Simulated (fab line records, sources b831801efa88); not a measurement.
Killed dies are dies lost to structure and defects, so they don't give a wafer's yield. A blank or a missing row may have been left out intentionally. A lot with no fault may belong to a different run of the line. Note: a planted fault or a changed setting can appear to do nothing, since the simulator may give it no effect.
Which tool was responsible? | flow sky130 | 33 wafers from 11 lots sampled at 4 of the route's 708 steps

## WHAT THE GAUGES SHOWED, per wafer
SKY_VT_ADJUST_LVTN_OVL_MEAS_07.
lot  | measured     | on         | VT_ADJUST_LVTN_OVL (nm)
L332 | day 6 18:31  | overlay-02 | -1.1 -0.7 0.4
L337 | day 7 19:40  | overlay-01 | 0.3 0.7 -0.5
L339 | day 8 04:11  | overlay-02 | -0.1 -0.6 0.2
L341 | day 8 07:44  | overlay-01 | - - -
L342 | day 8 11:20  | overlay-01 | - - -
L343 | day 8 14:50  | overlay-01 | - - -
L345 | day 8 19:46  | overlay-01 | -1.1 0.0 0.3
L346 | day 8 22:31  | overlay-02 | -0.9 1.9 0.9
L348 | day 9 12:38  | overlay-02 | -1.9 0.9 -1.8
L352 | day 16 12:34 | overlay-02 | -0.5 3.5 -0.2
L353 | day 16 14:04 | overlay-01 | -0.2 0.7 0.2

## WHICH TOOL RAN EACH LOT (tool, then ch and the chambers of the sampled wafers, then the start)
lot  | SKY_FIELD_ISO_STRIP_16              | SKY_DNWELL_STRIP_08                  | SKY_VT_ADJUST_LVTN_COAT_02
L332 | plasma_asher-02 ch 0,1, day 2 09:16 | plasma_asher-04 ch 0,1, day 3 08:44  | litho_track-01 ch 0, day 6 11:16
L337 | plasma_asher-03 ch 0,1, day 3 12:34 | plasma_asher-03 ch 0,1, day 4 12:58  | litho_track-01 ch 0, day 7 12:55
L339 | plasma_asher-02 ch 0,1, day 3 21:11 | plasma_asher-04 ch 0,1, day 5 00:53  | litho_track-03 ch 0, day 7 22:01
L341 | plasma_asher-03 ch 0,1, day 4 09:23 | plasma_asher-03 ch 0,1, day 5 09:19  | litho_track-01, day 8 02:28
L342 | plasma_asher-03 ch 0,1, day 4 15:53 | plasma_asher-04 ch 0,1, day 5 15:28  | litho_track-01, day 8 06:04
L343 | plasma_asher-02 ch 0, day 4 20:16   | plasma_asher-04 ch 0,1, day 5 18:40  | litho_track-01, day 8 09:14
L345 | plasma_asher-04 ch 0,1, day 5 06:25 | plasma_asher-03 ch 0,1, day 6 05:22  | litho_track-01 ch 0, day 8 15:10
L346 | plasma_asher-04 ch 0,1, day 5 10:49 | plasma_asher-03 ch 0,1, day 6 10:13  | litho_track-01 ch 0, day 8 17:58
L348 | plasma_asher-03 ch 0,1, day 5 19:23 | plasma_asher-03 ch 0,1, day 6 17:38  | litho_track-03 ch 0, day 8 22:59
L352 | plasma_asher-03 ch 0,1, day 9 15:03 | plasma_asher-03 ch 0,1, day 11 07:37 | litho_track-03 ch 0, day 15 22:10
L353 | plasma_asher-04 ch 0, day 9 15:17   | plasma_asher-03 ch 0,1, day 11 08:02 | litho_track-03 ch 0, day 15 23:28
- SKY_FIELD_ISO_STRIP_16: strips in O2/N2.
- SKY_DNWELL_STRIP_08: strips in O2/N2.
- SKY_VT_ADJUST_LVTN_COAT_02: resist thk 3000 nm.

## THE ANSWER, worked out from the rows above alone
Rule: usual is defined by the lots themselves. The widest of any qualifying gaps counts: lots, ordered by their means at a reading, are off when they make up no more than a third of the lots, leave a main group of 4 or more, and stand apart from it by 3 or more times the standard deviation of that group's means. A main group is skipped when, at the precision printed for the reading in the tables above, its means are all equal. Also off: a lot with no number at a reading for which 4 or more lots have one. All remaining lots with rows at the step are treated as sound.
Off: at SKY_VT_ADJUST_LVTN_OVL_MEAS_07 (VT_ADJUST_LVTN_OVL), L341, L342, L343. Without a number there: L341, L342, L343. The main group: mean 0.0 nm, standard deviation 0.56.
A tool fits if, at a process step before that reading, it ran every lot that is off, and no sound lot after the first of them. Those tools and the gauges at SKY_VT_ADJUST_LVTN_OVL_MEAS_07 are tried in the same way. None of those tried fits.

## WHAT THE SIMULATOR HAD INSERTED
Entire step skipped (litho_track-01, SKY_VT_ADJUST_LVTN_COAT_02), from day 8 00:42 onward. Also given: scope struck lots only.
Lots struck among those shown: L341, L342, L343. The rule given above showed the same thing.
